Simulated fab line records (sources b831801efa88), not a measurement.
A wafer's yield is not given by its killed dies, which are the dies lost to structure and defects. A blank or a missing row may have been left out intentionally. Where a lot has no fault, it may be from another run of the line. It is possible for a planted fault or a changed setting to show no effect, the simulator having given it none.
fab line records / flow sky130 / part 2 of 2: steps 29 to 39 of 39
record lots=5 wafers=15 last_day=50
route steps=708 shown VT_ADJUST_HVTP@91 VT_ADJUST_LVTN@97 VT_ADJUST_NCORE@119
lots that met no fault: taken from a fault-free run of the same line
start_h: hours from the record's opening day to when the first of the lot's shown wafers began / wait_h: how many hours have passed since the lot's step before this one / " repeats the value in the row above / L1.1+2: several wafers, shown together as one row / - no value, or no start given / * or withheld: withheld / < > ~ a bound
route shown NAME@n: NAME is a module with steps in the file, n the number in the route of the first one / usual: the fault-free wafers' mean and standard deviation / same: alike in all rows / chamber/n: place in a boat / sites: the reading at each site / _std_site: the values' standard deviation / _edge_site: mean of outer sites minus mean of inner sites / radius_mm: how far each site lies from the wafer's centre / mask NAME#n: copy n / behind: the last tool/chamber to shape the wafer / hold: cause of the lot's hold/its duration in hours/its outcome / device: whichever transistor did not switch (one of n, p or np) / end of line: at the end of the route, the tests of the same wafers / where a step has no rows: the recipe by itself / killed: not the wafer's yield, but the dies lost to structure and defects at the first sort / map: per-die view of a wafer (x killed, . not killed, _ where there is no die)
set.NAME: setting as actually run; set.NAME@STEP: the setting as run at that earlier step / model.NAME: the simulator's own value behind a step, which no gauge read
lots seen at some steps along the route; tables by step, rows by wafer
services: when a tool's chamber went out of use (start_h, in hours from the record's first day, below 0 if earlier), for how many hours, and the reason
## steps
# step SKY_VT_ADJUST_NCORE_DEHYDRATE_00
# recipe temp_c=200 time_s=60
lot.wafer=L077.1+3+4 tool=litho_track-01 chamber=0 start_h=189.56 wait_h=9.7
lot.wafer=L078.1+5+6 tool=litho_track-03 chamber=0 start_h=201.48 wait_h=9.8
lot.wafer=L085.2+4+5 tool=litho_track-01 chamber=0 start_h=248.43 wait_h=10.7
lot.wafer=L089.2+4+5 tool=litho_track-02 chamber=0 start_h=279.38 wait_h=11.3
lot.wafer=L095.1+3+5 tool=litho_track-02 chamber=0 start_h=346.40 wait_h=13.2
# step SKY_VT_ADJUST_NCORE_HMDS_01
# recipe prime_time_s=60 prime_temp_c=120
lot.wafer=L077.1+3+4 tool=litho_track-01 chamber=0 start_h=189.71 wait_h=0.1
lot.wafer=L078.1+5+6 tool=litho_track-03 chamber=0 start_h=201.63 wait_h=0.1
lot.wafer=L085.2+4+5 tool=litho_track-01 chamber=0 start_h=248.58 wait_h=0.1
lot.wafer=L089.2+4+5 tool=litho_track-02 chamber=0 start_h=279.53 wait_h=0.1
lot.wafer=L095.1+3+5 tool=litho_track-02 chamber=0 start_h=346.55 wait_h=0.1
# step SKY_VT_ADJUST_NCORE_COAT_02
# recipe resist=NOVOLAK spin_rpm=3000 resist_thk_nm=1140
lot.wafer=L077.1+3+4 tool=litho_track-01 chamber=0 start_h=189.86 wait_h=0.1
lot.wafer=L078.1+5+6 tool=litho_track-03 chamber=0 start_h=201.78 wait_h=0.1
lot.wafer=L085.2+4+5 tool=litho_track-01 chamber=0 start_h=248.73 wait_h=0.1
lot.wafer=L089.2+4+5 tool=litho_track-02 chamber=0 start_h=279.68 wait_h=0.1
lot.wafer=L095.1+3+5 tool=litho_track-02 chamber=0 start_h=346.70 wait_h=0.1
# step SKY_VT_ADJUST_NCORE_SOFTBAKE_03
# recipe temp_c=90 time_s=60 resist=NOVOLAK
lot.wafer=L077.1+3+4 tool=litho_track-01 chamber=0 start_h=190.01 wait_h=0.1
lot.wafer=L078.1+5+6 tool=litho_track-03 chamber=0 start_h=201.93 wait_h=0.1
lot.wafer=L085.2+4+5 tool=litho_track-01 chamber=0 start_h=248.88 wait_h=0.1
lot.wafer=L089.2+4+5 tool=litho_track-02 chamber=0 start_h=279.83 wait_h=0.1
lot.wafer=L095.1+3+5 tool=litho_track-02 chamber=0 start_h=346.85 wait_h=0.1
# step SKY_VT_ADJUST_NCORE_EXPOSE_04
# recipe mask_id=LVTN_COMPLEMENT_THIN na=0.6 source_shape=conventional sigma_outer=0.6 polarization=unpolarized target_cd_nm=380 dose_mj=139
# usual reticle_temp_C=23.01/0.11
# same na=0.6
lot.wafer=L077.1 tool=iline_stepper-02 chamber=0 start_h=- wait_h=- mask=LVTN_COMPLEMENT_THIN#0 reticle_temp_C=22.98
lot.wafer=L077.3 tool=iline_stepper-02 chamber=0 start_h=- wait_h=- mask=LVTN_COMPLEMENT_THIN#0 reticle_temp_C=22.85
lot.wafer=L077.4 tool=iline_stepper-02 chamber=0 start_h=- wait_h=- mask=LVTN_COMPLEMENT_THIN#0 reticle_temp_C=22.92
lot.wafer=L078.1 tool=iline_stepper-01 chamber=0 start_h=- wait_h=- mask=LVTN_COMPLEMENT_THIN#0 reticle_temp_C=22.93
lot.wafer=L078.5 tool=iline_stepper-01 chamber=0 start_h=- wait_h=- mask=LVTN_COMPLEMENT_THIN#0 reticle_temp_C=22.92
lot.wafer=L078.6 tool=iline_stepper-01 chamber=0 start_h=- wait_h=- mask=LVTN_COMPLEMENT_THIN#0 reticle_temp_C=22.97
lot.wafer=L085.2 tool=iline_stepper-01 chamber=0 start_h=- wait_h=- mask=LVTN_COMPLEMENT_THIN#0 reticle_temp_C=22.97
lot.wafer=L085.4 tool=iline_stepper-01 chamber=0 start_h=- wait_h=- mask=LVTN_COMPLEMENT_THIN#0 reticle_temp_C=23.20
lot.wafer=L085.5 tool=iline_stepper-01 chamber=0 start_h=- wait_h=- mask=LVTN_COMPLEMENT_THIN#0 reticle_temp_C=23.05
lot.wafer=L089.2 tool=iline_stepper-02 chamber=0 start_h=- wait_h=- mask=LVTN_COMPLEMENT_THIN#0 reticle_temp_C=22.98
lot.wafer=L089.4 tool=iline_stepper-02 chamber=0 start_h=- wait_h=- mask=LVTN_COMPLEMENT_THIN#0 reticle_temp_C=22.97
lot.wafer=L089.5 tool=iline_stepper-02 chamber=0 start_h=- wait_h=- mask=LVTN_COMPLEMENT_THIN#0 reticle_temp_C=23.07
lot.wafer=L095.1 tool=iline_stepper-01 chamber=0 start_h=- wait_h=- mask=LVTN_COMPLEMENT_THIN#0 reticle_temp_C=23.20
lot.wafer=L095.3 tool=iline_stepper-01 chamber=0 start_h=- wait_h=- mask=LVTN_COMPLEMENT_THIN#0 reticle_temp_C=23.07
lot.wafer=L095.5 tool=iline_stepper-01 chamber=0 start_h=- wait_h=- mask=LVTN_COMPLEMENT_THIN#0 reticle_temp_C=23.07
# step SKY_VT_ADJUST_NCORE_PEB_05
# recipe temp_c=withheld time_s=* resist=NOVOLAK
lot.wafer=L077.1+3+4 tool=litho_track-03 chamber=0 start_h=- wait_h=-
lot.wafer=L078.1+5+6 tool=litho_track-02 chamber=0 start_h=- wait_h=-
lot.wafer=L085.2+4+5 tool=litho_track-02 chamber=0 start_h=- wait_h=-
lot.wafer=L089.2+4+5 tool=litho_track-01 chamber=0 start_h=- wait_h=-
lot.wafer=L095.1+3+5 tool=litho_track-01 chamber=0 start_h=- wait_h=-
# step SKY_VT_ADJUST_NCORE_DEVELOP_06
# recipe resist=NOVOLAK developer=TMAH develop_time_s=60 dev_temp_c=23
lot.wafer=L077.1+3+4 tool=litho_track-03 chamber=0 start_h=200.43 wait_h=0.1
lot.wafer=L078.1+5+6 tool=litho_track-02 chamber=0 start_h=212.75 wait_h=0.1
lot.wafer=L085.2+4+5 tool=litho_track-02 chamber=0 start_h=260.83 wait_h=0.1
lot.wafer=L089.2+4+5 tool=litho_track-01 chamber=0 start_h=292.33 wait_h=0.1
lot.wafer=L095.1+3+5 tool=litho_track-01 chamber=0 start_h=360.36 wait_h=0.1
# step SKY_VT_ADJUST_NCORE_CD_MEAS_07
# recipe target_cd_nm=380
# usual cd_nm=379.0/2
lot.wafer=L077.1 tool=cd_sem-01 chamber=- start_h=200.58 wait_h=0.1 cd_nm=378.8
lot.wafer=L077.3 tool=cd_sem-01 chamber=- start_h=200.58 wait_h=0.1 cd_nm=381.1
lot.wafer=L077.4 tool=cd_sem-01 chamber=- start_h=200.58 wait_h=0.1 cd_nm=379.9
lot.wafer=L078.1 tool=cd_sem-02 chamber=- start_h=212.93 wait_h=0.1 cd_nm=377.7
lot.wafer=L078.5 tool=cd_sem-02 chamber=- start_h=212.93 wait_h=0.1 cd_nm=378.6
lot.wafer=L078.6 tool=cd_sem-02 chamber=- start_h=212.93 wait_h=0.1 cd_nm=378.7
lot.wafer=L085.2 tool=cd_sem-01 chamber=- start_h=260.97 wait_h=0.1 cd_nm=379.5
lot.wafer=L085.4 tool=cd_sem-01 chamber=- start_h=260.97 wait_h=0.1 cd_nm=376.8
lot.wafer=L085.5 tool=cd_sem-01 chamber=- start_h=260.97 wait_h=0.1 cd_nm=377.3
lot.wafer=L089.2 tool=cd_sem-01 chamber=- start_h=292.48 wait_h=0.1 cd_nm=380.5
lot.wafer=L089.4 tool=cd_sem-01 chamber=- start_h=292.48 wait_h=0.1 cd_nm=378.8
lot.wafer=L089.5 tool=cd_sem-01 chamber=- start_h=292.48 wait_h=0.1 cd_nm=377.9
lot.wafer=L095.1 tool=cd_sem-01 chamber=- start_h=360.51 wait_h=0.1 cd_nm=380.3
lot.wafer=L095.3 tool=cd_sem-01 chamber=- start_h=360.51 wait_h=0.1 cd_nm=378.5
lot.wafer=L095.5 tool=cd_sem-01 chamber=- start_h=360.51 wait_h=0.1 cd_nm=381.1
# step SKY_VT_ADJUST_NCORE_OVL_MEAS_08
# usual VT_ADJUST_NCORE_OVL=-0.2/1.7
lot.wafer=L077.1 tool=overlay-01 chamber=- start_h=200.70 wait_h=0.1 VT_ADJUST_NCORE_OVL[nm]=-1.7
lot.wafer=L077.3 tool=overlay-01 chamber=- start_h=200.70 wait_h=0.1 VT_ADJUST_NCORE_OVL[nm]=-2.1
lot.wafer=L077.4 tool=overlay-01 chamber=- start_h=200.70 wait_h=0.1 VT_ADJUST_NCORE_OVL[nm]=-2.4
lot.wafer=L078.1 tool=overlay-01 chamber=- start_h=213.05 wait_h=0.1 VT_ADJUST_NCORE_OVL[nm]=-0.5
lot.wafer=L078.5 tool=overlay-01 chamber=- start_h=213.05 wait_h=0.1 VT_ADJUST_NCORE_OVL[nm]=-1.1
lot.wafer=L078.6 tool=overlay-01 chamber=- start_h=213.05 wait_h=0.1 VT_ADJUST_NCORE_OVL[nm]=-0.8
lot.wafer=L085.2 tool=overlay-01 chamber=- start_h=261.08 wait_h=0.1 VT_ADJUST_NCORE_OVL[nm]=2.4
lot.wafer=L085.4 tool=overlay-01 chamber=- start_h=261.08 wait_h=0.1 VT_ADJUST_NCORE_OVL[nm]=1.4
lot.wafer=L085.5 tool=overlay-01 chamber=- start_h=261.08 wait_h=0.1 VT_ADJUST_NCORE_OVL[nm]=1.5
lot.wafer=L089.2 tool=overlay-02 chamber=- start_h=292.58 wait_h=0.1 VT_ADJUST_NCORE_OVL[nm]=-1.5
lot.wafer=L089.4 tool=overlay-02 chamber=- start_h=292.58 wait_h=0.1 VT_ADJUST_NCORE_OVL[nm]=-1.4
lot.wafer=L089.5 tool=overlay-02 chamber=- start_h=292.58 wait_h=0.1 VT_ADJUST_NCORE_OVL[nm]=-1.8
lot.wafer=L095.1 tool=overlay-02 chamber=- start_h=360.63 wait_h=0.1 VT_ADJUST_NCORE_OVL[nm]=1.5
lot.wafer=L095.3 tool=overlay-02 chamber=- start_h=360.63 wait_h=0.1 VT_ADJUST_NCORE_OVL[nm]=-1.1
lot.wafer=L095.5 tool=overlay-02 chamber=- start_h=360.63 wait_h=0.1 VT_ADJUST_NCORE_OVL[nm]=1.5
# step SKY_VT_ADJUST_NCORE_IMPLANT_09
# recipe species=B energy_kev=10 dose_cm2=2.4e+12 tilt_deg=withheld
# usual dose_ions_cm2=2.3997e+12/2.3e+09
lot.wafer=L077.1 tool=implanter-04 chamber=0 start_h=200.74 wait_h=0.0 dose_ions_cm2=2.3957e+12
lot.wafer=L077.3 tool=implanter-04 chamber=0 start_h=200.74 wait_h=0.0 dose_ions_cm2=2.3963e+12
lot.wafer=L077.4 tool=implanter-04 chamber=0 start_h=200.74 wait_h=0.0 dose_ions_cm2=2.3968e+12
lot.wafer=L078.1 tool=implanter-01 chamber=0 start_h=213.08 wait_h=0.0 dose_ions_cm2=2.4014e+12
lot.wafer=L078.5 tool=implanter-01 chamber=0 start_h=213.08 wait_h=0.0 dose_ions_cm2=2.4033e+12
lot.wafer=L078.6 tool=implanter-01 chamber=0 start_h=213.08 wait_h=0.0 dose_ions_cm2=2.4034e+12
lot.wafer=L085.2 tool=implanter-01 chamber=0 start_h=261.13 wait_h=0.0 dose_ions_cm2=2.4024e+12
lot.wafer=L085.4 tool=implanter-01 chamber=0 start_h=261.13 wait_h=0.0 dose_ions_cm2=2.4011e+12
lot.wafer=L085.5 tool=implanter-01 chamber=0 start_h=261.13 wait_h=0.0 dose_ions_cm2=2.3984e+12
lot.wafer=L089.2 tool=implanter-04 chamber=0 start_h=292.64 wait_h=0.0 dose_ions_cm2=2.3954e+12
lot.wafer=L089.4 tool=implanter-04 chamber=0 start_h=292.64 wait_h=0.0 dose_ions_cm2=2.3979e+12
lot.wafer=L089.5 tool=implanter-04 chamber=0 start_h=292.64 wait_h=0.0 dose_ions_cm2=2.3985e+12
lot.wafer=L095.1 tool=implanter-04 chamber=0 start_h=360.66 wait_h=0.0 dose_ions_cm2=2.3973e+12
lot.wafer=L095.3 tool=implanter-04 chamber=0 start_h=360.66 wait_h=0.0 dose_ions_cm2=2.4024e+12
lot.wafer=L095.5 tool=implanter-04 chamber=0 start_h=360.66 wait_h=0.0 dose_ions_cm2=2.396e+12
# step SKY_VT_ADJUST_NCORE_STRIP_10
# recipe chemistry=O2/N2 power_w=1400 pressure_mtorr=1500 platen_temp_c=withheld o2_flow_sccm=3000 n2_flow_sccm=300 overash_fraction=0.5
# usual drypump_motor_current_A=5.81/0.26 n2_flow_sccm=300.2/0.83 oes_product_au=0.715/0.0046 strip_time_to_endpoint_s=14.177/0.03
lot.wafer=L077.1 tool=plasma_asher-03 chamber=1 start_h=200.89 wait_h=0.1 drypump_motor_current_A=5.67 n2_flow_sccm=299.7 oes_product_au=0.719 rf_hours_counter_h=52 strip_time_to_endpoint_s=14.194
lot.wafer=L077.3 tool=plasma_asher-03 chamber=0 start_h=200.89 wait_h=0.1 drypump_motor_current_A=6.07 n2_flow_sccm=300.6 oes_product_au=0.713 rf_hours_counter_h=- strip_time_to_endpoint_s=14.163
lot.wafer=L077.4 tool=plasma_asher-03 chamber=1 start_h=200.89 wait_h=0.1 drypump_motor_current_A=5.68 n2_flow_sccm=299.0 oes_product_au=0.709 rf_hours_counter_h=- strip_time_to_endpoint_s=14.221
lot.wafer=L078.1 tool=plasma_asher-04 chamber=0 start_h=213.23 wait_h=0.1 drypump_motor_current_A=5.49 n2_flow_sccm=302.1 oes_product_au=0.713 rf_hours_counter_h=52 strip_time_to_endpoint_s=14.209
lot.wafer=L078.5 tool=plasma_asher-04 chamber=0 start_h=213.23 wait_h=0.1 drypump_motor_current_A=5.50 n2_flow_sccm=299.8 oes_product_au=0.713 rf_hours_counter_h=- strip_time_to_endpoint_s=14.174
lot.wafer=L078.6 tool=plasma_asher-04 chamber=1 start_h=213.23 wait_h=0.1 drypump_motor_current_A=5.93 n2_flow_sccm=301.7 oes_product_au=0.711 rf_hours_counter_h=- strip_time_to_endpoint_s=14.226
lot.wafer=L085.2 tool=plasma_asher-02 chamber=1 start_h=261.26 wait_h=0.1 drypump_motor_current_A=5.49 n2_flow_sccm=300.4 oes_product_au=0.716 rf_hours_counter_h=44 strip_time_to_endpoint_s=14.208
lot.wafer=L085.4 tool=plasma_asher-02 chamber=1 start_h=261.26 wait_h=0.1 drypump_motor_current_A=5.51 n2_flow_sccm=299.6 oes_product_au=0.712 rf_hours_counter_h=- strip_time_to_endpoint_s=14.217
lot.wafer=L085.5 tool=plasma_asher-02 chamber=0 start_h=261.26 wait_h=0.1 drypump_motor_current_A=6.12 n2_flow_sccm=299.2 oes_product_au=0.719 rf_hours_counter_h=- strip_time_to_endpoint_s=14.202
lot.wafer=L089.2 tool=plasma_asher-02 chamber=1 start_h=292.76 wait_h=0.1 drypump_motor_current_A=5.46 n2_flow_sccm=299.2 oes_product_au=0.718 rf_hours_counter_h=47 strip_time_to_endpoint_s=14.218
lot.wafer=L089.4 tool=plasma_asher-02 chamber=1 start_h=292.76 wait_h=0.1 drypump_motor_current_A=5.49 n2_flow_sccm=300.4 oes_product_au=0.715 rf_hours_counter_h=- strip_time_to_endpoint_s=14.263
lot.wafer=L089.5 tool=plasma_asher-02 chamber=0 start_h=292.76 wait_h=0.1 drypump_motor_current_A=6.10 n2_flow_sccm=300.4 oes_product_au=0.722 rf_hours_counter_h=- strip_time_to_endpoint_s=14.197
lot.wafer=L095.1 tool=plasma_asher-04 chamber=0 start_h=360.81 wait_h=0.1 drypump_motor_current_A=5.51 n2_flow_sccm=300.8 oes_product_au=0.720 rf_hours_counter_h=66 strip_time_to_endpoint_s=14.235
lot.wafer=L095.3 tool=plasma_asher-04 chamber=1 start_h=360.81 wait_h=0.1 drypump_motor_current_A=5.98 n2_flow_sccm=301.1 oes_product_au=0.726 rf_hours_counter_h=- strip_time_to_endpoint_s=14.210
lot.wafer=L095.5 tool=plasma_asher-04 chamber=1 start_h=360.81 wait_h=0.1 drypump_motor_current_A=5.98 n2_flow_sccm=300.1 oes_product_au=0.718 rf_hours_counter_h=- strip_time_to_endpoint_s=14.195
## services
tool=iline_stepper-01 chamber=- start_h=124.16 hours=1.7 kind=pm
tool=implanter-03 chamber=- start_h=132.86 hours=1.8 kind=repair
tool=iline_stepper-02 chamber=- start_h=151.58 hours=0.9 kind=repair
tool=iline_stepper-01 chamber=- start_h=182.06 hours=10.2 kind=repair
tool=implanter-03 chamber=- start_h=204.65 hours=0.6 kind=repair
tool=iline_stepper-01 chamber=- start_h=204.85 hours=7.2 kind=repair
tool=plasma_asher-03 chamber=- start_h=213.85 hours=14.6 kind=pm
tool=plasma_asher-04 chamber=- start_h=224.50 hours=2.5 kind=repair
tool=implanter-03 chamber=- start_h=224.61 hours=12.4 kind=repair
tool=iline_stepper-02 chamber=- start_h=239.68 hours=1.7 kind=pm
tool=implanter-03 chamber=- start_h=242.36 hours=3.4 kind=pm
tool=implanter-03 chamber=- start_h=245.76 hours=3.4 kind=pm
tool=implanter-03 chamber=- start_h=249.70 hours=3.3 kind=repair
tool=plasma_asher-04 chamber=- start_h=271.55 hours=1.2 kind=repair
tool=plasma_asher-04 chamber=- start_h=303.58 hours=0.5 kind=repair
tool=iline_stepper-01 chamber=- start_h=312.39 hours=5.2 kind=repair
tool=implanter-04 chamber=- start_h=324.28 hours=7.2 kind=pm
tool=implanter-04 chamber=- start_h=332.42 hours=3.6 kind=pm
tool=iline_stepper-01 chamber=- start_h=342.25 hours=1.7 kind=pm
tool=plasma_asher-03 chamber=- start_h=344.54 hours=0.8 kind=repair
tool=iline_stepper-02 chamber=- start_h=346.76 hours=4.2 kind=repair
tool=implanter-03 chamber=- start_h=350.67 hours=1.8 kind=repair
tool=iline_stepper-01 chamber=- start_h=351.69 hours=2.6 kind=repair
tool=iline_stepper-01 chamber=- start_h=357.67 hours=0.7 kind=repair
